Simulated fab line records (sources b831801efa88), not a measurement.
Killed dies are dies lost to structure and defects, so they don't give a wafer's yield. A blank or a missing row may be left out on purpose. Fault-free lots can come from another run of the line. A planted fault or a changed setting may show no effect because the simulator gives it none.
A lot that was struck, set against a sound lot || flow sky130 || 15 out of 708 route steps
Sound: wafers L936.1, L936.2, L936.6. The struck wafers were L951.1, L951.2, L951.5. At the end, the cause is stated.
Order at every step that has rows: each side's tool, ch and its chambers, its first start. Under that, the readings that differ: sound wafers || struck wafers || difference of the means || sigmas: that difference in standard deviations of wafers without a fault.
alike: words and numbers the same on both sides, and readings whose means are apart by under 2 such deviations; not compared: readings that were withheld, readings missing a value for some wafer, numbers with overlapping values and no deviation given by the record, and bounds like >300 which may hide the same value.
The two part at a step that has a row with sigmas, a row that says differs or no value, or rows on one side only. Numbers that don't overlap but have no deviation are shown without sigmas and don't part them. A reading that every wafer of one side lacks parts them only if that side has two wafers or more.

first, 3 steps without rows for these wafers: SKY_SONOS_TUNNEL_EXPOSE_04 (exposes mask TUNM, target cd 410 nm); SKY_SONOS_TUNNEL_PEB_05; SKY_SONOS_TUNNEL_DEVELOP_06 (develop time 60 s).
SKY_SONOS_TUNNEL_CD_MEAS_07: target cd 410 nm.
  sound: cd_sem-01 at day 13 17:47; struck: cd_sem-02 at day 18 16:32
  alike: cd_nm
SKY_SONOS_TUNNEL_OVL_MEAS_08:
  sound: overlay-02 at day 13 17:54; struck: overlay-01 at day 18 16:40
  alike: SONOS_TUNNEL_OVL
then, 3 steps without rows for these wafers: SKY_SONOS_TUNNEL_IMPLANT_09; SKY_SONOS_TUNNEL_WET_ETCH_10 (etches SiO2 in dHF, target depth 14 nm, time 280 s); SKY_SONOS_TUNNEL_STRIP_11 (strips in SPM, time 600 s).
SKY_SONOS_TUNNEL_TW_MEAS_12:
  sound: film_metro-02 at day 13 18:21; struck: film_metro-04 at day 18 17:07
  alike: SONOS_TUNNEL_TW
then, 2 steps without rows for these wafers: SKY_SONOS_TUNNEL_CLEAN_13 (cleans in dHF, time 20 s); SKY_SONOS_ONO_OXIDATION_00 (stabilise 600 s, purge 300 s, target thk 2.6 nm).
SKY_SONOS_ONO_THK_MEAS_01:
  sound: film_metro-01 at day 13 23:59; struck: film_metro-02 at day 18 20:14
  alike: SONOS_ONO_OXIDATION_THK
SKY_SONOS_ONO_CVD_02: deposits Si3N4 from DCS/NH3, target thk 10.5 nm, time 175 s.
  sound on lpcvd-02 ch 0, day 14 00:03; struck on lpcvd-02 ch 1, day 18 21:17
{"reading": "model.Si3N4_of_SONOS_ONO_CVD_02.thk_nm (nm)", "sound": "10.18 10.12 10.04", "struck": "7.464 7.47 7.607", "difference": -2.600, "sigmas": ""}
  alike: spike_tc_top_C
SKY_SONOS_ONO_THK_MEAS_03:
  sound: film_metro-02 at day 14 01:06; struck: film_metro-02 at day 18 22:34
{"reading": "SONOS_ONO_CVD_02_THK (nm)", "sound": "10.27 10.16 10.02", "struck": "7.44 7.50 7.65", "difference": -2.62, "sigmas": -20}
  not compared: hold
-- record jumps: 32 days separate the struck wafers' starts on either side; left off in module SONOS_ONO, taken up again in module PAD_OPEN, whose first shown step is the route's number 708 --
SKY_PAD_OPEN_PROBE_99:
  sound: prober-01 at day 48 00:53; struck: prober-02 at day 50 15:08
{"reading": "model.etest.sonos_uncharged.r_on_ohm_um", "sound": "804.2 819.9 818.3", "struck": "736.1 723.7 741.7", "difference": -80.3, "sigmas": ""}
{"reading": "model.etest.sonos_erased.drive_ua_um", "sound": "168.7 183.7 203.7", "struck": "259.7 238.3 208.8", "difference": "+50.2", "sigmas": ""}
{"reading": "model.etest.cap_ono.gate_log10_a_cm2", "sound": "-7.785 -7.783 -7.686", "struck": "-5.944 -6.076 -5.947", "difference": "+1.762", "sigmas": ""}
{"reading": "model.etest.cap_ono.gate_bv_v (V)", "sound": "15.72 15.87 15.99", "struck": "15.14 14.84 14.71", "difference": -0.96, "sigmas": ""}
{"reading": "model.etest.cap_ono.tox_acc_nm (nm)", "sound": "12.78 12.78 12.7", "struck": "11.34 11.41 11.37", "difference": -1.38, "sigmas": ""}
{"reading": "model.etest.sonos_programmed.vt_v (V)", "sound": "1.581 1.579 1.599", "struck": "1.83 1.782 1.806", "difference": "+0.22", "sigmas": ""}
{"reading": "model.etest.sonos_baked.vt_less_v (V)", "sound": "-0.5761 -0.5362 -0.5734", "struck": "-0.8719 -0.7786 -0.829", "difference": -0.2646, "sigmas": ""}
{"reading": "model.etest.sonos_erased.vt_v (V)", "sound": "-2.282 -2.273 -2.326", "struck": "-2.541 -2.511 -2.509", "difference": -0.227, "sigmas": ""}
  alike: killed_at_M0_to_M3, killed_at_M4_up, killed_at_contacts, killed_at_front_end, killed_at_other, killed_dies, killed_open, killed_short

WHERE THEY PART
Only at SKY_SONOS_ONO_THK_MEAS_03, as far as this record shows. Later steps at which nothing parts them and some readings are alike: SKY_PAD_OPEN_PROBE_99.

WHY: the cause the simulator had injected
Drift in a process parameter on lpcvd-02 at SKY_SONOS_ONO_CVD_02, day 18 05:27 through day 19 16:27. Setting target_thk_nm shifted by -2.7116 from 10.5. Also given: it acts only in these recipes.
